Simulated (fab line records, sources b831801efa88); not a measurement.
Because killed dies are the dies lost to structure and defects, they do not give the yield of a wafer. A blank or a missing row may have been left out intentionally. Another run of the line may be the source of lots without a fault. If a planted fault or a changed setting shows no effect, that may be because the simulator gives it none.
One fault through the eyes of 2 desks -- flow sky130 -- every desk sees just its own numbers, and what lay behind them comes last

== METROLOGY DESK ==
Means of the sampled wafers that have a number, per lot and without regard to the tool the lot ran on: this is what the gauges read. If a lot's mean is further than 4 standard deviations from the usual mean, the lot is out of limits and carries the mark OUT (the distance appears in the brackets).
Columns: A = cd_nm at SKY_METAL4_CD_MEAS_13, usual 300.3 nm; B = VIA4_W_RS at SKY_VIA4_RS_MEAS_19, usual 0.227 ohm/sq; C = VIA4_W_THK at SKY_VIA4_THK_MEAS_20, usual 510 nm; D = PASSIVATION_CVD_00_THK at SKY_PASSIVATION_THK_MEAS_01, usual 90.4 nm
lot,first seen here,A,B,C,D
L483,day 43 05:29,299.1,0.226,515,90.8
L481,day 43 11:11,301.3,0.226,514,90.5
L479,day 43 11:32,300.5,0.230,499,90.1
L484,day 43 21:49,298.8,0.228,504,91.1
L488,day 44 16:44,299.3,0.258 (+9.7) OUT,462 (-6.0) OUT,90.0
L490,day 45 01:29,301.6,0.242 (+4.8) OUT,488,90.5
L492,day 45 12:53,300.1,0.226,516,90.3
L493,day 45 16:55,300.4,0.228,509,90.6
L497,day 46 18:24,299.0,0.227,510,90.3
L499,day 47 11:25,299.4,0.227,509,88.9
L502,day 48 02:55,300.2,0.227,510,90.3
This desk reports L488, L490 out of limits; the earliest was L488 at day 45 16:41 (VIA4_W_RS at SKY_VIA4_RS_MEAS_19). In limits: L483, L481, L479, L484, L492, L493, L497, L499, L502.

== THE TOOL OWNER'S DESK: cvd_w-01 ==
The tool's own readings at SKY_VIA4_CVD_18 (deposits W, target thk 505 nm, time 152.14 s): means of the sampled wafers that have a number, for each lot that ran on this tool. If a lot's mean is further than 4 standard deviations from the usual mean, the lot is out of limits and carries the mark OUT (the distance appears in the brackets).
Columns: A = heater_power_outer_w at SKY_VIA4_CVD_18, usual 502 W; B = heater_power_w at SKY_VIA4_CVD_18, usual 830 W
lot,first seen here,A,B
L479,day 44 12:23,479,821
L484,day 44 21:37,507,835
L488,day 45 16:32,550,878
L490,day 46 03:10,527,846
This desk found nothing out of limits on any of the 4 lots.

== BROUGHT TOGETHER ==
An alarm was possible from the metrology desk at day 45 16:41, on L488, L490.
Nothing out of limits was seen by the tool owner's desk.
The tool owner's desk has L488, L490 on record, within its limits.
Of the lots named, all ran SKY_VIA4_CVD_18 on cvd_w-01.

== WHAT WAS PUT IN BY THE SIMULATOR ==
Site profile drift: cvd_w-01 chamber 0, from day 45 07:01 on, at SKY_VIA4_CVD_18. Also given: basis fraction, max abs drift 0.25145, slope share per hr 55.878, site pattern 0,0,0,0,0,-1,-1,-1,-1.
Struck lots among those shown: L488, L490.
Delay in hours, fault start to first out-of-limits reading, per desk: metrology desk 10.
